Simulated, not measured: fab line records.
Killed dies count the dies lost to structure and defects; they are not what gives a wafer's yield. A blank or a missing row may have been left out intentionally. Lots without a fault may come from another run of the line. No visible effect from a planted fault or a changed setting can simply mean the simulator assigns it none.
Which tool was responsible? :: flow gf180mcu :: Sampling: 12 lots, 36 wafers, 5 of 602 route steps

## WHAT THE GAUGES READ, wafer by wafer
GF_STI_THK_MEAS_22.
lot: L195
measured: day 2 18:16
on: film_metro-02
STI_OXIDATION_01_THK (nm): 15.20 14.91 15.03

lot: L196
measured: day 2 23:31
on: film_metro-04
STI_OXIDATION_01_THK (nm): 14.93 14.96 14.79

lot: L197
measured: day 3 05:51
on: film_metro-04
STI_OXIDATION_01_THK (nm): 14.84 14.78 15.02

lot: L199
measured: day 3 17:17
on: film_metro-03
STI_OXIDATION_01_THK (nm): 15.23 15.44 15.15

lot: L200
measured: day 3 20:31
on: film_metro-02
STI_OXIDATION_01_THK (nm): 14.79 14.73 14.93

lot: L201
measured: day 4 01:50
on: film_metro-03
STI_OXIDATION_01_THK (nm): 14.88 15.05 14.88

lot: L203
measured: day 4 14:32
on: film_metro-03
STI_OXIDATION_01_THK (nm): 15.26 15.15 15.29

lot: L204
measured: day 4 20:18
on: film_metro-04
STI_OXIDATION_01_THK (nm): 15.04 14.80 14.83

lot: L209
measured: day 5 18:34
on: film_metro-03
STI_OXIDATION_01_THK (nm): 14.71 15.00 14.59

lot: L211
measured: day 6 05:47
on: film_metro-04
STI_OXIDATION_01_THK (nm): 14.72 14.76 14.52

lot: L212
measured: day 6 10:53
on: film_metro-02
STI_OXIDATION_01_THK (nm): 15.11 14.97 15.06

lot: L215
measured: day 7 02:02
on: film_metro-04
STI_OXIDATION_01_THK (nm): 15.15 15.13 15.11

GF_MVSD_TW_MEAS_11.
lot: L195
measured: day 5 02:56
on: film_metro-03
MVSD_TW: 1559 1567 1557

lot: L196
measured: day 5 08:23
on: film_metro-01
MVSD_TW: 1599 1585 1596

lot: L197
measured: day 5 14:48
on: film_metro-01
MVSD_TW: 1591 1589 1587

lot: L199
measured: day 6 04:43
on: film_metro-03
MVSD_TW: 1566 1571 1569

lot: L200
measured: day 6 07:58
on: film_metro-01
MVSD_TW: 1595 1590 1582

lot: L201
measured: day 6 14:48
on: film_metro-04
MVSD_TW: 1605 1597 1598

lot: L203
measured: day 7 06:38
on: film_metro-01
MVSD_TW: 1632 1628 1628

lot: L204
measured: day 7 11:22
on: film_metro-04
MVSD_TW: 1598 1587 1591

lot: L209
measured: day 8 13:04
on: film_metro-04
MVSD_TW: 1543 1553 1552

lot: L211
measured: day 9 01:26
on: film_metro-04
MVSD_TW: 1560 1543 1546

lot: L212
measured: day 9 08:44
on: film_metro-03
MVSD_TW: 1568 1573 1570

lot: L215
measured: day 10 01:55
on: film_metro-04
MVSD_TW: 1530 1534 1537

GF_VT_IMPLANT_RS_MEAS_46: uses a four-point probe to measure.
lot: L195
measured: day 8 07:56
on: film_metro-03
MVSD_RS (ohm/sq): 457.3 458.7 457.5

lot: L196
measured: day 8 14:45
on: film_metro-04
MVSD_RS (ohm/sq): 456.3 455.5 456.2

lot: L197
measured: day 8 23:19
on: film_metro-01
MVSD_RS (ohm/sq): 455.5 456.6 456.7

lot: L199
measured: day 9 14:14
on: film_metro-04
MVSD_RS (ohm/sq): 455.7 455.2 456.1

lot: L200
measured: day 9 19:01
on: film_metro-04
MVSD_RS (ohm/sq): 457.5 456.5 457.2

lot: L201
measured: day 10 03:43
on: film_metro-01
MVSD_RS (ohm/sq): 410.1 409.9 411.2

lot: L203
measured: day 10 23:18
on: film_metro-03
MVSD_RS (ohm/sq): 412.4 413.6 413.8

lot: L204
measured: day 11 03:57
on: film_metro-01
MVSD_RS (ohm/sq): 410.7 410.2 409.9

lot: L209
measured: day 12 08:51
on: film_metro-03
MVSD_RS (ohm/sq): 458.0 458.9 458.1

lot: L211
measured: day 12 23:04
on: film_metro-04
MVSD_RS (ohm/sq): 456.6 456.8 455.6

lot: L212
measured: day 13 08:14
on: film_metro-04
MVSD_RS (ohm/sq): 455.3 457.5 455.7

lot: L215
measured: day 14 03:02
on: film_metro-03
MVSD_RS (ohm/sq): 458.6 458.9 457.8

GF_POLY_GATE_OVL_MEAS_11.
lot: L195
measured: day 10 02:34
on: overlay-01
POLY_GATE_OVL (nm): 11 -2 8

lot: L196
measured: day 10 08:30
on: overlay-01
POLY_GATE_OVL (nm): -17 -13 -16

lot: L197
measured: day 10 17:10
on: overlay-02
POLY_GATE_OVL (nm): 1 1 13

lot: L199
measured: day 11 08:19
on: overlay-02
POLY_GATE_OVL (nm): -13 -5 -8

lot: L200
measured: day 11 16:15
on: overlay-01
POLY_GATE_OVL (nm): -20 -13 -12

lot: L201
measured: day 12 01:10
on: overlay-01
POLY_GATE_OVL (nm): -10 -2 -3

lot: L203
measured: day 12 20:21
on: overlay-01
POLY_GATE_OVL (nm): -9 -10 -2

lot: L204
measured: day 13 01:30
on: overlay-01
POLY_GATE_OVL (nm): 2 8 7

lot: L209
measured: day 14 08:17
on: overlay-01
POLY_GATE_OVL (nm): -1 -14 -2

lot: L211
measured: day 14 20:47
on: overlay-01
POLY_GATE_OVL (nm): -12 -10 -6

lot: L212
measured: day 15 08:18
on: overlay-01
POLY_GATE_OVL (nm): 2 -5 -5

lot: L215
measured: day 16 06:35
on: overlay-02
POLY_GATE_OVL (nm): -4 -8 -3

## TOOL THAT RAN EACH LOT (tool first, then ch and the chambers of the sampled wafers, then the start)
lot: L195
GF_MVSD_IMPLANT_09: implanter-02 ch 0, day 5 02:43

lot: L196
GF_MVSD_IMPLANT_09: implanter-04 ch 0, day 5 08:11

lot: L197
GF_MVSD_IMPLANT_09: implanter-03 ch 0, day 5 14:35

lot: L199
GF_MVSD_IMPLANT_09: implanter-03 ch 0, day 6 04:28

lot: L200
GF_MVSD_IMPLANT_09: implanter-04 ch 0, day 6 07:43

lot: L201
GF_MVSD_IMPLANT_09: implanter-03 ch 0, day 6 14:33

lot: L203
GF_MVSD_IMPLANT_09: implanter-03 ch 0, day 7 06:23

lot: L204
GF_MVSD_IMPLANT_09: implanter-03 ch 0, day 7 11:08

lot: L209
GF_MVSD_IMPLANT_09: implanter-04 ch 0, day 8 12:49

lot: L211
GF_MVSD_IMPLANT_09: implanter-04 ch 0, day 9 01:11

lot: L212
GF_MVSD_IMPLANT_09: implanter-04 ch 0, day 9 08:29

lot: L215
GF_MVSD_IMPLANT_09: implanter-04 ch 0, day 10 01:40
- GF_MVSD_IMPLANT_09

## AS READ BY THE TOOLS THEMSELVES (means over the sampled wafers that have a number; for cases with no such wafer, the mark the record gives instead)
GF_MVSD_IMPLANT_09.
lot: L195
tool: implanter-02
dose_ions_cm2: 5e+12
faraday_current_uA: 27.8

lot: L196
tool: implanter-04
dose_ions_cm2: 5e+12
faraday_current_uA: 27.8

lot: L197
tool: implanter-03
dose_ions_cm2: 5e+12
faraday_current_uA: 28.0

lot: L199
tool: implanter-03
dose_ions_cm2: 5e+12
faraday_current_uA: 28.2

lot: L200
tool: implanter-04
dose_ions_cm2: 5e+12
faraday_current_uA: 28.5

lot: L201
tool: implanter-03
dose_ions_cm2: 9e+12
faraday_current_uA: 50.2

lot: L203
tool: implanter-03
dose_ions_cm2: 9e+12
faraday_current_uA: 49.9

lot: L204
tool: implanter-03
dose_ions_cm2: 9e+12
faraday_current_uA: 50.0

lot: L209
tool: implanter-04
dose_ions_cm2: 5e+12
faraday_current_uA: 28.2

lot: L211
tool: implanter-04
dose_ions_cm2: 5e+12
faraday_current_uA: 28.7

lot: L212
tool: implanter-04
dose_ions_cm2: 5e+12
faraday_current_uA: 28.2

lot: L215
tool: implanter-04
dose_ions_cm2: 5e+12
faraday_current_uA: 28.2

## THE ANSWER, worked out from the rows above alone
Rule: usual is defined by the lots themselves. The widest of any qualifying gaps counts: lots, ordered by their means at a reading, are off when they make up no more than a third of the lots, leave a main group of 4 or more, and stand apart from it by 3 or more times the standard deviation of that group's means. A main group whose means are all the same, to the digits that the tables above print for the reading, isn't used. A lot without any number at a reading at which 4 lots or more have one is off too. Where the step has rows for the other lots, those lots are counted as sound. After the gauges, taken in route order, come the tools' own readings; for these a lot's mean is taken, as printed above. At the first step where some lot is off, the reading lying furthest off is the one used; lots without a number count as furthest.
Off: L201, L203, L204, seen at GF_VT_IMPLANT_RS_MEAS_46 (MVSD_RS). The main group has a mean of 456.9 ohm/sq with a standard deviation of 0.99.
If a tool, at a process step before that reading, ran all the lots that are off and no sound lot after the first of them, it fits. Not tried: the gauges at GF_VT_IMPLANT_RS_MEAS_46; whatever is off there is also off at GF_MVSD_IMPLANT_09, on other tools, and gauge error can't account for it. One fits: implanter-03 at GF_MVSD_IMPLANT_09. Its last sound lot is L199 (day 6 04:28), its first lot that is off L201 (day 6 14:33): a fault that began between those two fits.
The tool's own readings at GF_MVSD_IMPLANT_09 bear it out: on the lots that are off they differ by more than 5 times the standard deviation of the sound lots' means. dose_ions_cm2 reads 9e+12 there against 5e+12 on the sound lots; faraday_current_uA reads 50.0 there against 28.2 on the sound lots.

## WHAT THE SIMULATOR HAD PUT IN
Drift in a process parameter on implanter-03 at GF_MVSD_IMPLANT_09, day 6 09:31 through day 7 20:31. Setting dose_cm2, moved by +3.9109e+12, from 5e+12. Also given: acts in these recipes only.
Shown lots that were struck: L201, L203, L204. The rule above reached the same finding.
